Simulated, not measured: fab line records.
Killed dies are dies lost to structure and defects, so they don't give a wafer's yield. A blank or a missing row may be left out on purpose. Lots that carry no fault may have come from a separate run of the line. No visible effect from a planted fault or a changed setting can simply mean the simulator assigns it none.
The tool behind it: which one? || flow sky130 || 14 lots with 42 wafers sampled at 4 steps, on a route of 708 steps

WHAT THE GAUGES SHOWED, per wafer
SKY_VIA2_THK_MEAS_23: measures by xrf.
{"lot": "L311", "measured": "day 35 23:34", "on": "film_metro-04", "VIA2_W_THK (nm)": "414 415 412"}
{"lot": "L312", "measured": "day 36 16:28", "on": "film_metro-02", "VIA2_W_THK (nm)": "393 393 387"}
{"lot": "L315", "measured": "day 37 11:08", "on": "film_metro-04", "VIA2_W_THK (nm)": "401 400 397"}
{"lot": "L317", "measured": "day 38 19:28", "on": "film_metro-02", "VIA2_W_THK (nm)": "395 401 390"}
{"lot": "L320", "measured": "day 39 06:58", "on": "film_metro-04", "VIA2_W_THK (nm)": "398 398 401"}
{"lot": "L322", "measured": "day 39 18:49", "on": "film_metro-02", "VIA2_W_THK (nm)": "391 394 392"}
{"lot": "L323", "measured": "day 40 02:42", "on": "film_metro-04", "VIA2_W_THK (nm)": "396 405 397"}
{"lot": "L325", "measured": "day 40 11:55", "on": "film_metro-04", "VIA2_W_THK (nm)": "395 398 403"}
{"lot": "L326", "measured": "day 40 21:19", "on": "film_metro-04", "VIA2_W_THK (nm)": "403 399 400"}
{"lot": "L327", "measured": "day 41 07:11", "on": "film_metro-01", "VIA2_W_THK (nm)": "406 411 405"}
{"lot": "L328", "measured": "day 41 10:25", "on": "film_metro-02", "VIA2_W_THK (nm)": "394 391 390"}
{"lot": "L331", "measured": "day 42 08:43", "on": "film_metro-04", "VIA2_W_THK (nm)": "398 403 400"}
{"lot": "L333", "measured": "day 42 15:10", "on": "film_metro-02", "VIA2_W_THK (nm)": "393 390 396"}
{"lot": "L334", "measured": "day 44 06:56", "on": "film_metro-01", "VIA2_W_THK (nm)": "410 400 406"}

SKY_METAL3_CD_MEAS_13 targets a cd of 300 nm.
{"lot": "L311", "measured": "day 38 03:23", "on": "cd_sem-01", "cd_nm (nm)": "299.5 301.1 299.6"}
{"lot": "L312", "measured": "day 38 21:40", "on": "cd_sem-01", "cd_nm (nm)": "299.9 301.6 301.5"}
{"lot": "L315", "measured": "day 39 14:31", "on": "cd_sem-01", "cd_nm (nm)": "299.5 300.3 298.1"}
{"lot": "L317", "measured": "day 40 20:57", "on": "cd_sem-01", "cd_nm (nm)": "299.0 299.3 301.3"}
{"lot": "L320", "measured": "day 41 07:10", "on": "cd_sem-01", "cd_nm (nm)": "300.3 299.6 299.3"}
{"lot": "L322", "measured": "day 41 16:31", "on": "cd_sem-01", "cd_nm (nm)": "303.3 302.8 302.3"}
{"lot": "L323", "measured": "day 41 23:40", "on": "cd_sem-02", "cd_nm (nm)": "301.8 302.5 301.2"}
{"lot": "L325", "measured": "day 42 09:29", "on": "cd_sem-02", "cd_nm (nm)": "300.3 301.0 300.2"}
{"lot": "L326", "measured": "day 42 18:18", "on": "cd_sem-02", "cd_nm (nm)": "301.5 301.2 301.3"}
{"lot": "L327", "measured": "day 43 07:43", "on": "cd_sem-02", "cd_nm (nm)": "299.5 299.9 300.1"}
{"lot": "L328", "measured": "day 43 12:29", "on": "cd_sem-02", "cd_nm (nm)": "300.4 301.0 301.0"}
{"lot": "L331", "measured": "day 44 07:35", "on": "cd_sem-02", "cd_nm (nm)": "299.9 300.5 299.8"}
{"lot": "L333", "measured": "day 44 13:35", "on": "cd_sem-01", "cd_nm (nm)": "300.2 299.9 298.7"}
{"lot": "L334", "measured": "day 46 02:38", "on": "cd_sem-01", "cd_nm (nm)": "299.6 299.7 299.9"}

EACH LOT AND THE TOOL THAT RAN IT (in order: tool; ch and the chambers of the sampled wafers; start)
{"lot": "L311", "SKY_VT_ADJUST_LVTN_DEVELOP_06": "litho_track-01 ch 0, day 6 18:00", "SKY_VIA1_SOFTBAKE_08": "litho_track-02 ch 0, day 35 23:34 or earlier"}
{"lot": "L312", "SKY_VT_ADJUST_LVTN_DEVELOP_06": "litho_track-01 ch 0, day 7 08:00", "SKY_VIA1_SOFTBAKE_08": "litho_track-03 ch 0, day 36 16:28 or earlier"}
{"lot": "L315", "SKY_VT_ADJUST_LVTN_DEVELOP_06": "litho_track-01 ch 0, day 8 00:00", "SKY_VIA1_SOFTBAKE_08": "litho_track-02 ch 0, day 37 11:08 or earlier"}
{"lot": "L317", "SKY_VT_ADJUST_LVTN_DEVELOP_06": "litho_track-03 ch 0, day 8 16:00", "SKY_VIA1_SOFTBAKE_08": "litho_track-04 ch 0, day 38 19:28 or earlier"}
{"lot": "L320", "SKY_VT_ADJUST_LVTN_DEVELOP_06": "litho_track-03 ch 0, day 9 14:00", "SKY_VIA1_SOFTBAKE_08": "litho_track-02 ch 0, day 39 06:58 or earlier"}
{"lot": "L322", "SKY_VT_ADJUST_LVTN_DEVELOP_06": "litho_track-04, day 9 21:00", "SKY_VIA1_SOFTBAKE_08": "litho_track-02 ch 0, day 39 18:49 or earlier"}
{"lot": "L323", "SKY_VT_ADJUST_LVTN_DEVELOP_06": "litho_track-04, day 10 04:00", "SKY_VIA1_SOFTBAKE_08": "litho_track-02 ch 0, day 40 02:42 or earlier"}
{"lot": "L325", "SKY_VT_ADJUST_LVTN_DEVELOP_06": "litho_track-03 ch 0, day 10 16:00", "SKY_VIA1_SOFTBAKE_08": "litho_track-04 ch 0, day 40 11:55 or earlier"}
{"lot": "L326", "SKY_VT_ADJUST_LVTN_DEVELOP_06": "litho_track-04 ch 0, day 10 21:00", "SKY_VIA1_SOFTBAKE_08": "litho_track-02 ch 0, day 40 21:19 or earlier"}
{"lot": "L327", "SKY_VT_ADJUST_LVTN_DEVELOP_06": "litho_track-01 ch 0, day 11 05:00", "SKY_VIA1_SOFTBAKE_08": "litho_track-04 ch 0, day 41 07:11 or earlier"}
{"lot": "L328", "SKY_VT_ADJUST_LVTN_DEVELOP_06": "litho_track-01 ch 0, day 11 08:00", "SKY_VIA1_SOFTBAKE_08": "litho_track-04 ch 0, day 41 10:25 or earlier"}
{"lot": "L331", "SKY_VT_ADJUST_LVTN_DEVELOP_06": "litho_track-04 ch 0, day 12 06:00", "SKY_VIA1_SOFTBAKE_08": "litho_track-02 ch 0, day 42 08:43 or earlier"}
{"lot": "L333", "SKY_VT_ADJUST_LVTN_DEVELOP_06": "litho_track-01 ch 0, day 12 22:00", "SKY_VIA1_SOFTBAKE_08": "litho_track-02 ch 0, day 42 15:10 or earlier"}
{"lot": "L334", "SKY_VT_ADJUST_LVTN_DEVELOP_06": "litho_track-01 ch 0, day 13 09:00", "SKY_VIA1_SOFTBAKE_08": "litho_track-02 ch 0, day 44 06:56 or earlier"}
- SKY_VT_ADJUST_LVTN_DEVELOP_06: develop time 60 s.
- SKY_VIA1_SOFTBAKE_08: time 91.46 s.

WHAT THE TOOLS THEMSELVES READ (means of the sampled wafers that have a number; where no wafer has one, the mark that the record gives instead)
SKY_VT_ADJUST_LVTN_DEVELOP_06.
{"lot": "L311", "tool": "litho_track-01", "chill_plate_temp_C (C)": 22.95}
{"lot": "L312", "tool": "litho_track-01", "chill_plate_temp_C (C)": 23.03}
{"lot": "L315", "tool": "litho_track-01", "chill_plate_temp_C (C)": 22.89}
{"lot": "L317", "tool": "litho_track-03", "chill_plate_temp_C (C)": 22.96}
{"lot": "L320", "tool": "litho_track-03", "chill_plate_temp_C (C)": 22.85}
{"lot": "L322", "tool": "litho_track-04", "chill_plate_temp_C (C)": "-"}
{"lot": "L323", "tool": "litho_track-04", "chill_plate_temp_C (C)": "-"}
{"lot": "L325", "tool": "litho_track-03", "chill_plate_temp_C (C)": 22.98}
{"lot": "L326", "tool": "litho_track-04", "chill_plate_temp_C (C)": 22.97}
{"lot": "L327", "tool": "litho_track-01", "chill_plate_temp_C (C)": 23.08}
{"lot": "L328", "tool": "litho_track-01", "chill_plate_temp_C (C)": 23.08}
{"lot": "L331", "tool": "litho_track-04", "chill_plate_temp_C (C)": 23.02}
{"lot": "L333", "tool": "litho_track-01", "chill_plate_temp_C (C)": 22.92}
{"lot": "L334", "tool": "litho_track-01", "chill_plate_temp_C (C)": 22.96}

SKY_VIA1_SOFTBAKE_08.
{"lot": "L311", "tool": "litho_track-02", "chill_plate_temp_C (C)": 23.11, "plate_sensor_t_centre_C (C)": 100.88, "plate_sensor_t_edge_C (C)": 100.95}
{"lot": "L312", "tool": "litho_track-03", "chill_plate_temp_C (C)": 22.89, "plate_sensor_t_centre_C (C)": 100.88, "plate_sensor_t_edge_C (C)": 100.95}
{"lot": "L315", "tool": "litho_track-02", "chill_plate_temp_C (C)": 22.96, "plate_sensor_t_centre_C (C)": 100.88, "plate_sensor_t_edge_C (C)": 100.96}
{"lot": "L317", "tool": "litho_track-04", "chill_plate_temp_C (C)": 23.11, "plate_sensor_t_centre_C (C)": 100.88, "plate_sensor_t_edge_C (C)": 100.97}
{"lot": "L320", "tool": "litho_track-02", "chill_plate_temp_C (C)": 23.10, "plate_sensor_t_centre_C (C)": 100.88, "plate_sensor_t_edge_C (C)": 100.96}
{"lot": "L322", "tool": "litho_track-02", "chill_plate_temp_C (C)": 23.08, "plate_sensor_t_centre_C (C)": 100.89, "plate_sensor_t_edge_C (C)": 100.97}
{"lot": "L323", "tool": "litho_track-02", "chill_plate_temp_C (C)": 23.11, "plate_sensor_t_centre_C (C)": 100.88, "plate_sensor_t_edge_C (C)": 100.95}
{"lot": "L325", "tool": "litho_track-04", "chill_plate_temp_C (C)": 23.03, "plate_sensor_t_centre_C (C)": 100.88, "plate_sensor_t_edge_C (C)": 100.95}
{"lot": "L326", "tool": "litho_track-02", "chill_plate_temp_C (C)": 23.06, "plate_sensor_t_centre_C (C)": 100.89, "plate_sensor_t_edge_C (C)": 100.97}
{"lot": "L327", "tool": "litho_track-04", "chill_plate_temp_C (C)": 23.02, "plate_sensor_t_centre_C (C)": 100.88, "plate_sensor_t_edge_C (C)": 100.95}
{"lot": "L328", "tool": "litho_track-04", "chill_plate_temp_C (C)": 23.06, "plate_sensor_t_centre_C (C)": 100.88, "plate_sensor_t_edge_C (C)": 100.95}
{"lot": "L331", "tool": "litho_track-02", "chill_plate_temp_C (C)": 23.07, "plate_sensor_t_centre_C (C)": 100.88, "plate_sensor_t_edge_C (C)": 100.96}
{"lot": "L333", "tool": "litho_track-02", "chill_plate_temp_C (C)": 22.88, "plate_sensor_t_centre_C (C)": 100.89, "plate_sensor_t_edge_C (C)": 100.97}
{"lot": "L334", "tool": "litho_track-02", "chill_plate_temp_C (C)": 23.06, "plate_sensor_t_centre_C (C)": 100.88, "plate_sensor_t_edge_C (C)": 100.95}

THE ANSWER, worked out from the rows above alone
Rule: the lots themselves supply what counts as usual. Put in order of their means at a reading, lots are off if they are a third of the lots or fewer, leave a main group of 4 or more, and stand apart from it by a gap of 3 or more times the standard deviation of the main group's means; of several such gaps the widest counts. A main group whose means are all the same, to the digits that the tables above print for the reading, isn't used. Also off: a lot with no number at a reading for which 4 or more lots have one. The other lots that the step has rows for count as sound. The gauges are gone through in route order, then the tools' own readings, and for those a lot's mean is taken as printed above. At the first step where some lot is off, the reading lying furthest off is the one used; lots without a number count as furthest.
Off, at SKY_VT_ADJUST_LVTN_DEVELOP_06 on chill_plate_temp_C: L322, L323. Without a number there: L322, L323. The main group: mean 22.97 C, standard deviation 0.067.
If a tool, at that step or one of the process steps before it, ran each lot that is off and ran no sound lot following the first of them, it fits. None of those tried fits.

WHAT THE SIMULATOR HAD INSERTED
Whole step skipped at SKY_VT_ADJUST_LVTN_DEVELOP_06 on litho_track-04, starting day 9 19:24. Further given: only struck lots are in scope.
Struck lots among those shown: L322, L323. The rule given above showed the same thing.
